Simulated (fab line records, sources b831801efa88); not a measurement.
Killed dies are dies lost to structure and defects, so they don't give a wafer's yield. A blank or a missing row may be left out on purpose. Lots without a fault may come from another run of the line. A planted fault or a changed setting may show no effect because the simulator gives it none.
Which tool did it? | flow sky130 | 10 lots, 30 wafers sampled, at 7 steps of a route of 708

WHAT THE GAUGES READ, wafer by wafer
SKY_VIA4_RS_MEAS_19: measures by four-point-probe. Usual: VIA4_W_RS 0.227 ohm/sq, standard deviation 0.0037.
lot  | measured     | on            | VIA4_W_RS (ohm/sq) | flag
L934 | day 42 14:07 | film_metro-03 | 0.232 0.225 0.229  |
L935 | day 43 04:49 | film_metro-03 | 0.221 0.229 0.220  |
L936 | day 43 11:48 | film_metro-03 | 0.233 0.222 0.220  |
L939 | day 43 22:59 | film_metro-03 | 0.227 0.227 0.227  |
L943 | day 45 18:24 | film_metro-04 | 0.226 0.142 0.221  | OFF
L944 | day 46 03:05 | film_metro-03 | 0.227 0.143 0.227  | OFF
L947 | day 46 14:52 | film_metro-04 | 0.228 0.228 0.230  |
L953 | day 47 15:55 | film_metro-03 | 0.226 0.227 0.229  |
L955 | day 48 00:48 | film_metro-04 | 0.229 0.229 0.229  |
L957 | day 48 22:38 | film_metro-02 | 0.230 0.226 0.227  |

SKY_VIA4_THK_MEAS_20: measures by xrf. Usual: VIA4_W_THK 495 nm, standard deviation 8.7.
lot  | measured     | on            | VIA4_W_THK (nm) | flag
L934 | day 42 14:14 | film_metro-03 | 483 494 490     |
L935 | day 43 04:56 | film_metro-03 | 507 491 506     |
L936 | day 43 11:55 | film_metro-03 | 481 505 511     |
L939 | day 43 23:05 | film_metro-03 | 492 492 493     |
L943 | day 45 18:30 | film_metro-04 | 503 809 517     | OFF
L944 | day 46 03:11 | film_metro-03 | 485 769 490     | OFF
L947 | day 46 14:59 | film_metro-04 | 504 501 497     |
L953 | day 47 16:01 | film_metro-03 | 491 492 485     |
L955 | day 48 00:55 | film_metro-04 | 498 498 495     |
L957 | day 48 22:45 | film_metro-02 | 488 497 496     |

SKY_METAL5_RS_MEAS_05: measures by four-point-probe. Usual: METAL5_ALCU_RS 0.0269 ohm/sq, standard deviation 0.00035.
lot  | measured     | on            | METAL5_ALCU_RS (ohm/sq) | flag
L934 | day 42 14:45 | film_metro-04 | 0.0273 0.0269 0.0270    |
L935 | day 43 05:28 | film_metro-04 | 0.0270 0.0272 0.0268    |
L936 | day 43 12:37 | film_metro-03 | 0.0272 0.0274 0.0279    |
L939 | day 43 23:41 | film_metro-03 | 0.0271 0.0269 0.0270    |
L943 | day 45 19:03 | film_metro-01 | 0.0266 0.0267 0.0266    |
L944 | day 46 03:44 | film_metro-03 | 0.0269 0.0274 0.0275    |
L947 | day 46 15:31 | film_metro-01 | 0.0263 0.0269 0.0268    |
L953 | day 47 16:34 | film_metro-04 | 0.0274 0.0278 0.0269    |
L955 | day 48 01:29 | film_metro-04 | 0.0266 0.0263 0.0261    |
L957 | day 48 23:17 | film_metro-03 | 0.0269 0.0265 0.0266    |

WHICH TOOL RAN EACH LOT (tool, then ch and the chambers of the sampled wafers, then the start)
lot  | SKY_METAL4_SPUTTER_04        | SKY_METAL4_DESCUM_15              | SKY_VIA4_CVD_18               | SKY_VIA4_CMP_21
L934 | pvd_sputter-01, day 39 11:32 | rie_metal-02 ch 0,1, day 41 12:25 | cvd_w-01 ch 0,1, day 42 13:58 | cmp-02 ch 0,1,3, day 42 14:20
L935 | pvd_sputter-02, day 40 04:49 | rie_metal-01 ch 0,1, day 42 04:10 | cvd_w-02 ch 0,1, day 43 04:40 | cmp-01 ch 0,1,3, day 43 05:03
L936 | pvd_sputter-03, day 40 10:24 | rie_metal-01 ch 0,1, day 42 10:35 | cvd_w-02 ch 0,1, day 43 11:39 | cmp-01 ch 0,1,2, day 43 11:59
L939 | pvd_sputter-02, day 40 23:14 | rie_metal-01 ch 0, day 42 21:38   | cvd_w-01 ch 0, day 43 22:49   | cmp-01 ch 1,2, day 43 23:13
L943 | pvd_sputter-01, day 42 19:52 | rie_metal-03 ch 1, day 44 17:35   | cvd_w-02 ch 0,1, day 45 18:16 | cmp-02 ch 2,3, day 45 18:32
L944 | pvd_sputter-03, day 43 07:37 | rie_metal-01 ch 0,1, day 45 03:48 | cvd_w-02 ch 0,1, day 46 02:56 | cmp-01 ch 1,2, day 46 03:16
L947 | pvd_sputter-02, day 43 18:15 | rie_metal-01 ch 0,1, day 45 15:37 | cvd_w-01 ch 0,1, day 46 14:40 | cmp-01 ch 2,3, day 46 15:05
L953 | pvd_sputter-02, day 44 22:20 | rie_metal-01 ch 0,1, day 46 17:40 | cvd_w-01 ch 1, day 47 15:44   | cmp-02 ch 0,2, day 47 16:04
L955 | pvd_sputter-01, day 45 08:43 | rie_metal-03 ch 0,1, day 47 02:13 | cvd_w-01 ch 0,1, day 48 00:38 | cmp-01 ch 1,2,3, day 48 00:59
L957 | pvd_sputter-01, day 46 08:56 | rie_metal-01 ch 0,1, day 48 00:44 | cvd_w-01 ch 1, day 48 22:28   | cmp-02 ch 0,1,2, day 48 22:48
- SKY_METAL4_SPUTTER_04: material TiN, target thk 70 nm, time 58.3 s.
- SKY_METAL4_DESCUM_15: chemistry O2, time 8 s.
- SKY_VIA4_CVD_18: deposits W, target thk 505 nm, time 152.14 s.
- SKY_VIA4_CMP_21: polishes, stops on SiO2, t overpolish 25 s, target thk 0 nm.

WHAT THE TOOLS THEMSELVES READ (means of the sampled wafers that have a number; where no wafer has one, the mark that the record gives instead)
SKY_METAL4_SPUTTER_04. Usual: chamber_pressure_pa 0.3999 Pa, standard deviation 0.00072; throttle_valve_pct 30.1 %, standard deviation 1.
lot  | tool           | chamber_pressure_pa (Pa) | throttle_valve_pct (%) | flag
L934 | pvd_sputter-01 | 0.3987                   | 30.4                   |
L935 | pvd_sputter-02 | 0.3998                   | 30.4                   |
L936 | pvd_sputter-03 | 0.4006                   | 30.7                   |
L939 | pvd_sputter-02 | 0.3999                   | 30.3                   |
L943 | pvd_sputter-01 | 0.4001                   | 30.2                   |
L944 | pvd_sputter-03 | 0.3994                   | 28.9                   |
L947 | pvd_sputter-02 | 0.4002                   | 29.9                   |
L953 | pvd_sputter-02 | 0.3996                   | 29.8                   |
L955 | pvd_sputter-01 | 0.4002                   | 30.2                   |
L957 | pvd_sputter-01 | 0.3994                   | 29.8                   |

SKY_METAL4_DESCUM_15. Usual: drypump_motor_current_A 5.8 A, standard deviation 0.31; oes_product_au 0.998 a.u., standard deviation 0.012; rf_fwd_power_W 147.1 W, standard deviation 0.69.
lot  | tool         | drypump_motor_current_A (A) | oes_product_au (a.u.) | rf_fwd_power_W (W) | flag
L934 | rie_metal-02 | 6.1                         | 1.004                 | 147.0              |
L935 | rie_metal-01 | 5.6                         | 0.995                 | 147.5              |
L936 | rie_metal-01 | 5.5                         | 0.994                 | 147.3              |
L939 | rie_metal-01 | 5.8                         | 0.993                 | 148.1              |
L943 | rie_metal-03 | 5.9                         | 0.987                 | 146.5              |
L944 | rie_metal-01 | 5.6                         | 0.993                 | 147.2              |
L947 | rie_metal-01 | 5.6                         | 0.990                 | 146.9              |
L953 | rie_metal-01 | 5.5                         | 0.997                 | 147.4              |
L955 | rie_metal-03 | 6.0                         | 0.990                 | 146.9              |
L957 | rie_metal-01 | 5.5                         | 0.992                 | 147.2              |

SKY_VIA4_CVD_18. Usual: heater_power_w 839 W, standard deviation 37.
lot  | tool     | heater_power_w (W) | flag
L934 | cvd_w-01 | 842                |
L935 | cvd_w-02 | 832                |
L936 | cvd_w-02 | 832                |
L939 | cvd_w-01 | 810                |
L943 | cvd_w-02 | 829                |
L944 | cvd_w-02 | 814                |
L947 | cvd_w-01 | 842                |
L953 | cvd_w-01 | 909                |
L955 | cvd_w-01 | 871                |
L957 | cvd_w-01 | 905                |

SKY_VIA4_CMP_21. Usual: motor_current_A 11.2 A, standard deviation 0.93; time_to_endpoint_s 122 s, standard deviation 4.6.
lot  | tool   | motor_current_A (A) | time_to_endpoint_s (s) | flag
L934 | cmp-02 | 11.5                | 120                    |
L935 | cmp-01 | 10.7                | 125                    |
L936 | cmp-01 | 10.7                | 121                    |
L939 | cmp-01 | 10.1                | 122                    |
L943 | cmp-02 | 11.5                | 153                    | OFF
L944 | cmp-01 | 10.1                | 146                    | OFF
L947 | cmp-01 | 10.2                | 119                    |
L953 | cmp-02 | 11.2                | 123                    |
L955 | cmp-01 | 10.2                | 117                    |
L957 | cmp-02 | 12.0                | 129                    |

THE ANSWER, worked out from the rows above alone
Rule: a lot is off if the mean of its wafers that have a number lies more than 3 standard deviations from the usual mean. A lot without any number at a reading at which 4 lots or more have one is off too. The other lots that the step has rows for count as sound. The gauges are gone through in route order, then the tools' own readings, and for those a lot's mean is taken as printed above. The first step at which some lot is off is used, and at that step the reading that is off furthest; a lot without a number counts as furthest.
Off: L943, L944, at SKY_VIA4_RS_MEAS_19 (VIA4_W_RS).
A tool fits if, at a process step before that reading, it ran every lot that is off, and no sound lot after the first of them. The gauges at SKY_VIA4_RS_MEAS_19 aren't tried: what is off there is off at SKY_VIA4_CMP_21 too, on other tools, and a gauge's error can't cause that. One fits: cvd_w-02 at SKY_VIA4_CVD_18. Its last sound lot is L936 (day 43 11:39), its first lot that is off L943 (day 45 18:16): a fault that began between those two fits.

WHAT THE SIMULATOR HAD PUT IN
Process parameter drift: cvd_w-02, from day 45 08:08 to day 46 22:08, at SKY_VIA4_CVD_18. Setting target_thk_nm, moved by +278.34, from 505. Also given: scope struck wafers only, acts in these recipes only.
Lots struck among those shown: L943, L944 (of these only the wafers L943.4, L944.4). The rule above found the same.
